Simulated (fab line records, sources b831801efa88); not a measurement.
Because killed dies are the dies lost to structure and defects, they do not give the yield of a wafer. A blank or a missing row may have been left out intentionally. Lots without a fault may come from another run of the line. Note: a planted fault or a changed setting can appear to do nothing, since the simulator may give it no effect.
Which of the tools did it? + flow gf180mcu + Sampling: 14 lots, 40 wafers, 6 of 602 route steps

WHAT THE GAUGES SHOWED, per wafer
GF_STI_BOW_MEAS_00.
| lot  | measured    | on            | INCOMING_BOW (um) |
|------|-------------|---------------|-------------------|
| L416 | day 1 10:00 | film-metro-01 | 2 3 6             |
| L418 | day 1 20:01 | film-metro-04 | 4 -3 -5           |
| L419 | day 2 01:01 | film-metro-04 | -7 -2 8           |
| L420 | day 2 06:01 | film-metro-04 | -4 3 3            |
| L421 | day 2 11:01 | film-metro-04 | -10 -6 8          |
| L422 | day 2 16:01 | film-metro-02 | 2 2 -1            |
| L424 | day 3 02:00 | film-metro-02 | 2 0               |
| L425 | day 3 07:01 | film-metro-02 | 2 0               |
| L427 | day 3 17:01 | film-metro-04 | 4 5 -2            |
| L433 | day 4 23:01 | film-metro-02 | 10 2 -4           |
| L435 | day 5 09:00 | film-metro-02 | 8 -9 3            |
| L436 | day 5 14:00 | film-metro-04 | -7 0 -13          |
| L437 | day 5 19:00 | film-metro-04 | 1 2 2             |
| L439 | day 6 05:02 | film-metro-04 | 11 -1 -3          |

GF_STI_CD_MEAS_12 targets a cd of 220 nm.
| lot  | measured    | on        | cd-nm (nm)        |
|------|-------------|-----------|-------------------|
| L416 | day 2 00:40 | cd-sem-01 | 220.5 221.3 221.5 |
| L418 | day 2 12:20 | cd-sem-01 | 219.4 219.4 221.3 |
| L419 | day 2 16:38 | cd-sem-01 | 220.8 223.0 222.9 |
| L420 | day 2 21:47 | cd-sem-02 | 221.3 221.0 220.6 |
| L421 | day 3 02:24 | cd-sem-02 | 219.1 219.9 219.9 |
| L422 | day 3 08:26 | cd-sem-02 | 219.3 219.1 217.5 |
| L424 | day 3 17:28 | cd-sem-01 | 221.4 219.5       |
| L425 | day 3 23:45 | cd-sem-01 | 220.3 219.7       |
| L427 | day 4 09:36 | cd-sem-01 | 219.1 220.2 218.1 |
| L433 | day 5 16:59 | cd-sem-01 | 219.9 221.2 220.4 |
| L435 | day 6 03:02 | cd-sem-01 | 221.7 221.7 222.0 |
| L436 | day 6 08:38 | cd-sem-02 | 220.9 221.2 221.8 |
| L437 | day 6 13:37 | cd-sem-01 | 220.3 220.5 219.4 |
| L439 | day 7 03:10 | cd-sem-01 | 220.3 218.1 218.9 |

GF_NWELL_OVL_MEAS_07.
| lot  | measured    | on         | NWELL_OVL (nm) |
|------|-------------|------------|----------------|
| L416 | day 3 06:00 | overlay-01 | -1.2 -0.6 -2.7 |
| L418 | day 3 19:18 | overlay-01 | -1.2 -2.7 -2.4 |
| L419 | day 3 23:46 | overlay-02 | -1.4 -1.2 -0.2 |
| L420 | day 4 04:54 | overlay-02 | 0.8 -1.0 0.2   |
| L421 | day 4 10:04 | overlay-02 | -0.1 -0.3 -0.6 |
| L422 | day 4 17:31 | overlay-02 | -1.5 0.0 -0.7  |
| L424 | day 5 01:48 | overlay-01 | -1.7 -1.7      |
| L425 | day 5 09:49 | overlay-01 | -0.5 -1.9      |
| L427 | day 5 18:06 | overlay-02 | -1.6 0.7 -3.2  |
| L433 | day 7 04:28 | overlay-01 | -2.0 -1.7 -1.7 |
| L435 | day 7 18:00 | overlay-02 | -1.6 -0.3 -0.2 |
| L436 | day 7 20:40 | overlay-01 | -1.8 -1.8 -0.7 |
| L437 | day 8 02:34 | overlay-01 | -2.4 -2.7 -3.6 |
| L439 | day 8 15:28 | overlay-01 | -1.0 -0.8 -3.5 |

GF_MVSD_TW_MEAS_11.
| lot  | measured     | on            | MVSD_TW        |
|------|--------------|---------------|----------------|
| L416 | day 4 08:55  | film-metro-03 | 1591 1587 1591 |
| L418 | day 4 22:53  | film-metro-03 | 1596 1596 1585 |
| L419 | day 5 07:59  | film-metro-02 | 1575 1576 1574 |
| L420 | day 5 10:23  | film-metro-02 | 1569 1577 1570 |
| L421 | day 5 15:16  | film-metro-03 | 1578 1594 1583 |
| L422 | day 5 23:28  | film-metro-03 | 1583 1577 1574 |
| L424 | day 6 07:33  | film-metro-03 | 1587 1753      |
| L425 | day 6 16:35  | film-metro-01 | 1739 1746      |
| L427 | day 7 00:20  | film-metro-03 | 1740 1571 1584 |
| L433 | day 8 12:28  | film-metro-01 | 1581 1587 1579 |
| L435 | day 9 03:39  | film-metro-01 | 1597 1594 1590 |
| L436 | day 9 06:27  | film-metro-01 | 1582 1583 1589 |
| L437 | day 9 12:54  | film-metro-02 | 1582 1575 1577 |
| L439 | day 10 02:55 | film-metro-02 | 1559 1567 1560 |

GF_VT_IMPLANT_RS_MEAS_46: measurement is done with a four-point probe.
| lot  | measured     | on            | MVSD_RS (ohm/sq)  |
|------|--------------|---------------|-------------------|
| L416 | day 7 10:37  | film-metro-02 | 455.2 456.7 455.2 |
| L418 | day 8 04:43  | film-metro-03 | 457.6 457.3 457.0 |
| L419 | day 8 12:50  | film-metro-03 | 457.6 456.6 457.3 |
| L420 | day 8 17:01  | film-metro-01 | 455.5 456.6 456.1 |
| L421 | day 8 21:50  | film-metro-02 | 457.1 457.6 456.2 |
| L422 | day 9 06:20  | film-metro-03 | 456.6 456.1 456.1 |
| L424 | day 9 16:47  | film-metro-02 | 457.5 387.3       |
| L425 | day 10 01:34 | film-metro-01 | 387.7 387.3       |
| L427 | day 10 13:35 | film-metro-01 | 387.1 454.4 455.1 |
| L433 | day 12 07:50 | film-metro-01 | 456.8 456.9 457.5 |
| L435 | day 13 02:22 | film-metro-03 | 456.3 455.8 456.8 |
| L436 | day 13 04:28 | film-metro-01 | 459.4 457.1 457.8 |
| L437 | day 13 11:11 | film-metro-01 | 458.0 457.0 458.2 |
| L439 | day 14 03:35 | film-metro-03 | 457.9 456.5 459.6 |

WHICH TOOL RAN EACH LOT (tool, then ch and the chambers of the sampled wafers, then the start)
| lot  | GF_MVSD_IMPLANT_08              |
|------|---------------------------------|
| L416 | implanter-03 ch 0, day 4 08:31  |
| L418 | implanter-04 ch 0, day 4 22:29  |
| L419 | implanter-02 ch 0, day 5 07:35  |
| L420 | implanter-04 ch 0, day 5 09:59  |
| L421 | implanter-03 ch 0, day 5 14:52  |
| L422 | implanter-03 ch 0, day 5 23:04  |
| L424 | implanter-04 ch 0, day 6 07:09  |
| L425 | implanter-04 ch 0, day 6 16:11  |
| L427 | implanter-04 ch 0, day 6 23:56  |
| L433 | implanter-02 ch 0, day 8 12:05  |
| L435 | implanter-04 ch 0, day 9 03:15  |
| L436 | implanter-03 ch 0, day 9 06:03  |
| L437 | implanter-02 ch 0, day 9 12:30  |
| L439 | implanter-04 ch 0, day 10 02:33 |
- GF_MVSD_IMPLANT_08

WHAT THE TOOLS THEMSELVES READ (means of the sampled wafers that have a number; where no wafer has one, the mark that the record gives instead)
GF_MVSD_IMPLANT_08.
| lot  | tool         | beam-on-s (s) | dose-ions-cm2 | faraday-current-uA |
|------|--------------|---------------|---------------|--------------------|
| L416 | implanter-03 | 9.96          | 1.5978e+13    | 90.9               |
| L418 | implanter-04 | 9.98          | 1.5994e+13    | 90.7               |
| L419 | implanter-02 | 9.97          | 1.5983e+13    | 90.6               |
| L420 | implanter-04 | 10.15         | 1.5994e+13    | 88.7               |
| L421 | implanter-03 | 9.96          | 1.6003e+13    | 90.7               |
| L422 | implanter-03 | 9.90          | 1.6003e+13    | 91.1               |
| L424 | implanter-04 | 12.12         | 1.6003e+13    | 75.8               |
| L425 | implanter-04 | 14.20         | 1.6018e+13    | 63.6               |
| L427 | implanter-04 | 11.17         | 1.5966e+13    | 82.1               |
| L433 | implanter-02 | 10.03         | 1.6015e+13    | 90.1               |
| L435 | implanter-04 | 9.97          | 1.5988e+13    | 90.5               |
| L436 | implanter-03 | 10.16         | 1.6005e+13    | 88.8               |
| L437 | implanter-02 | 10.06         | 1.6008e+13    | 89.3               |
| L439 | implanter-04 | 9.91          | 1.5995e+13    | 90.9               |

THE ANSWER, worked out from the rows above alone
Rule: the lots themselves supply what counts as usual. Put in order of their means at a reading, lots are off if they are a third of the lots or fewer, leave a main group of 4 or more, and stand apart from it by a gap of 3 or more times the standard deviation of the main group's means; of several such gaps the widest counts. A main group is skipped when, at the precision printed for the reading in the tables above, its means are all equal. Also off: a lot with no number at a reading for which 4 or more lots have one. Where the step has rows for the other lots, those lots are counted as sound. The gauges are gone through in route order, then the tools' own readings, and for those a lot's mean is taken as printed above. The first step at which some lot is off is used, and at that step the reading that is off furthest; a lot without a number counts as furthest.
Off: L424, L425, L427, seen at GF_MVSD_TW_MEAS_11 (MVSD_TW). Main group: mean 1581, sd 9.
A tool fits if, at a process step before that reading, it ran every lot that is off, and no sound lot after the first of them. Not tried: the gauges at GF_MVSD_TW_MEAS_11; whatever is off there is also off at GF_MVSD_IMPLANT_08, on other tools, and gauge error can't account for it. No candidate that was tried fits.

WHAT THE SIMULATOR HAD INSERTED
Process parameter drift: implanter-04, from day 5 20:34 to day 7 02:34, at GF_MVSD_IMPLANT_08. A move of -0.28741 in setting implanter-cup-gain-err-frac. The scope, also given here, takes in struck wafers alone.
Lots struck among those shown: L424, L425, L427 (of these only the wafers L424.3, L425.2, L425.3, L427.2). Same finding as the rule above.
